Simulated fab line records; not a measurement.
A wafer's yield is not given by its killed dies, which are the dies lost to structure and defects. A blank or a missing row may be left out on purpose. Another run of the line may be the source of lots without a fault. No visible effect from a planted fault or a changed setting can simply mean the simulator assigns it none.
A struck lot beside a sound one	flow sky130	14 steps out of a route of 708
Sound: wafers L672.1, L672.2, L672.6. The struck wafers were L658.1, L658.3, L658.4. The cause is named last.
For every step that has rows: the tool of each side, followed by ch and its chambers, followed by its first start. Under that, the readings that differ: sound wafers	struck wafers	difference of the means	sigmas: that difference in standard deviations of wafers without a fault.
alike: same words and numbers on both sides, and readings whose means sit less than 2 such deviations apart. not compared: any withheld reading, any reading some wafer has no value for, any bound like >300 that may hide the same value, and any number with overlapping values for which the record gives no deviation.
A row with sigmas, a row that says differs or no value, or rows on one side alone: a step with any of these is where the two part. Numbers that have no deviation but don't overlap get no sigmas and don't part them. Lack of a reading on every wafer of one side parts them only where that side has two or more wafers.

first, 3 steps without rows for these wafers: SKY_METAL4_CLEAN_21 (cleans in IPA, time 180 s); SKY_METAL4_CLEAN_22 (cleans in O3/DIW); SKY_VIA4_HDPCVD_00 (deposits SiO2, target thk 1750 nm, time 300.4 s).
SKY_VIA4_THK_MEAS_01:
  sound: film-metro-01 at day 46 13:35; struck: film-metro-04 at day 43 04:55
  alike: VIA4_HDPCVD_THK
SKY_VIA4_CMP_02: polishes SiO2.
  sound on cmp-02 ch 1,2,3, day 46 13:44; struck on cmp-01 ch 0,1,3, day 43 05:02
  alike: head-pressure-psi, motor-current-A
SKY_VIA4_BOW_MEAS_03:
  sound: film-metro-04 at day 46 13:56; struck: film-metro-03 at day 43 05:17
  alike: VIA4_BOW
then, 6 steps without rows for these wafers: SKY_VIA4_DEHYDRATE_04 (time 60 s); SKY_VIA4_HMDS_05 (prime time 60 s); SKY_VIA4_COAT_06 (resist thk 1140 nm); SKY_VIA4_SOFTBAKE_07 (time 60 s); SKY_VIA4_EXPOSE_08 (exposes mask VIM4, target cd 800 nm); SKY_VIA4_PEB_09.
SKY_VIA4_DEVELOP_10: develop time 60 s.
  struck on litho-track-04, day 44 04:20; sound on litho-track-04 ch 0, day 47 10:11
  no value came back on the struck wafers for chill-plate-temp-C (C), develop-time-s (s), exhaust-pa (Pa); on the sound wafers chill-plate-temp-C (C) reads 22.97 22.97 23.03
SKY_VIA4_OVL_MEAS_11:
  sound: overlay-02 at day 47 10:20; struck: overlay-01 at day 44 04:29
reading	sound	struck	difference	sigmas
VIA4_OVL (nm)	-2.9 -1.8 -2.3	- - -	no value on the struck wafers	

== WHERE THEY PART ==
First at SKY_VIA4_DEVELOP_10; last, within this record, at SKY_VIA4_OVL_MEAS_11.

WHY: what had been put in by the simulator
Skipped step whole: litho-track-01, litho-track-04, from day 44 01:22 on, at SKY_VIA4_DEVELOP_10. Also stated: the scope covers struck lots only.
